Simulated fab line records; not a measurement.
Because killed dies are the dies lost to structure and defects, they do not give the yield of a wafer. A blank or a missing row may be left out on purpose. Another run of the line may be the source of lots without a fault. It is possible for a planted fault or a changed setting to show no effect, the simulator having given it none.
Chamber matching :: flow gf180mcu :: GF_SAB_ETCH_11 on rie-diel-04: 4 sister chambers
The step etches SiO2 in C4F8/O2/Ar, target depth 55 nm, time 8.5 s. 8 wafers are shown with their chamber, then 7 later ones without.

== EACH WAFER AND ITS CHAMBER ==
wafer: L926.1
chamber: 2
oes-product-au (a.u.): 1.005

wafer: L927.3
chamber: 2
oes-product-au (a.u.): 0.995

wafer: L927.6
chamber: 0
oes-product-au (a.u.): 0.992

wafer: L929.2
chamber: 0
oes-product-au (a.u.): 0.995

wafer: L929.3
chamber: 1
oes-product-au (a.u.): 1.002

wafer: L929.6
chamber: 3
oes-product-au (a.u.): 1.020

wafer: L930.1
chamber: 3
oes-product-au (a.u.): 1.002

wafer: L930.3
chamber: 1
oes-product-au (a.u.): 0.997

== WAFERS WITH NO CHAMBER GIVEN ==
wafer: L930.4
oes-product-au (a.u.): 0.981

wafer: L935.1
oes-product-au (a.u.): 1.002

wafer: L935.3
oes-product-au (a.u.): 0.996

wafer: L935.4
oes-product-au (a.u.): 1.012

wafer: L942.3
oes-product-au (a.u.): 1.013

wafer: L942.4
oes-product-au (a.u.): 0.989

wafer: L942.6
oes-product-au (a.u.): 1.003

== CHAMBER TAKEN BY EACH ==
wafer: L930.4
from the rows above: can't be placed: 0 or 1 or 2
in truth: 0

wafer: L935.1
from the rows above: can't be placed: 2 or 1 or 0 or 3
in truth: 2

wafer: L935.3
from the rows above: can't be placed: 0 or 1 or 2 or 3
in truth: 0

wafer: L935.4
from the rows above: can't be placed: 3 or 2 or 1
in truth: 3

wafer: L942.3
from the rows above: can't be placed: 3 or 2 or 1
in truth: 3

wafer: L942.4
from the rows above: can't be placed: 0 or 1 or 2
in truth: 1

wafer: L942.6
from the rows above: can't be placed: 2 or 1 or 3 or 0
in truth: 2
Correctly placed: 0 of 7. Can't be placed from these rows: 7 (the true chamber is among the candidates in 7). Number placed wrongly: 0.
How it was worked out, from the rows above alone: a wafer's distance from a chamber is the root of the sum, over the readings, of the square of ((its reading less the chamber's mean) divided by the reading's scatter). The wafer belongs to the nearest chamber; if the next one is less than 2 further off, it can't be placed. The mean given for a chamber averages the wafers shown for that chamber. The scatter: the root of (the sum of the squares of (reading less its chamber's mean) over the shown wafers, divided by (wafers less chambers)).
